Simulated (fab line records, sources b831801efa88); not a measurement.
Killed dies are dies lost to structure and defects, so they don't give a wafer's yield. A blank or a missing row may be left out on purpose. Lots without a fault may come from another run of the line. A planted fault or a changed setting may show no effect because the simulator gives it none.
Which tool did it? | flow sky130 | 12 lots, 36 wafers sampled, at 2 steps of a route of 708

WHAT THE GAUGES READ, wafer by wafer
SKY_METAL3_CD_MEAS_13: target cd 300 nm.
lot  | measured     | on        | cd_nm (nm)
L075 | day 39 01:42 | cd_sem-01 | 299.5 300.4 298.0
L077 | day 39 20:57 | cd_sem-01 | 301.7 300.3 300.0
L079 | day 40 06:54 | cd_sem-01 | 300.4 299.5 299.5
L081 | day 41 01:00 | cd_sem-01 | 300.9 302.4 301.1
L083 | day 41 06:48 | cd_sem-01 | 295.6 297.4 296.7
L085 | day 42 02:05 | cd_sem-01 | 298.9 301.6 300.7
L087 | day 42 18:54 | cd_sem-02 | 301.8 300.3 301.8
L089 | day 43 05:01 | cd_sem-02 | 299.5 300.4 300.4
L091 | day 43 18:30 | cd_sem-02 | 298.9 298.9 297.3
L093 | day 44 07:57 | cd_sem-02 | 300.9 300.8 301.1
L095 | day 44 15:22 | cd_sem-02 | 300.1 301.2 300.2
L097 | day 45 05:52 | cd_sem-01 | 300.8 299.8 301.1

WHICH TOOL RAN EACH LOT (tool, then ch and the chambers of the sampled wafers, then the start)
lot  | SKY_VIA1_ETCH_15
L075 | rie_diel-02 ch 0,1,3, day 34 11:30
L077 | rie_diel-03 ch 0,1,3, day 35 05:30
L079 | rie_diel-02 ch 0,2,3, day 35 19:24
L081 | rie_diel-02 ch 0,1,2, day 36 14:06
L083 | rie_diel-01 ch 0,2,3, day 36 20:39
L085 | rie_diel-03 ch 0,1,3, day 37 17:15
L087 | rie_diel-03 ch 0,3, day 38 12:51
L089 | rie_diel-03 ch 0,2,3, day 38 23:24
L091 | rie_diel-02 ch 0,1,2, day 39 11:06
L093 | rie_diel-01 ch 0,1, day 40 04:03
L095 | rie_diel-02 ch 0,1,2, day 40 11:42
L097 | rie_diel-01 ch 0,1,2, day 41 04:37
- SKY_VIA1_ETCH_15: etches SiO2 in C4F8/O2/Ar, stops on TiN, target depth 351 nm, time 54 s.

THE ANSWER, worked out from the rows above alone
Rule: what is usual is taken from the lots themselves. Put in order of their means at a reading, lots are off if they are a third of the lots or fewer, leave a main group of 4 or more, and stand apart from it by a gap of 3 or more times the standard deviation of the main group's means; of several such gaps the widest counts. A main group whose means are all the same, to the digits that the tables above print for the reading, isn't used. A lot without any number at a reading at which 4 lots or more have one is off too. The other lots that the step has rows for count as sound.
No lot is off at any reading shown: from this, nothing can be told.

WHAT THE SIMULATOR HAD PUT IN
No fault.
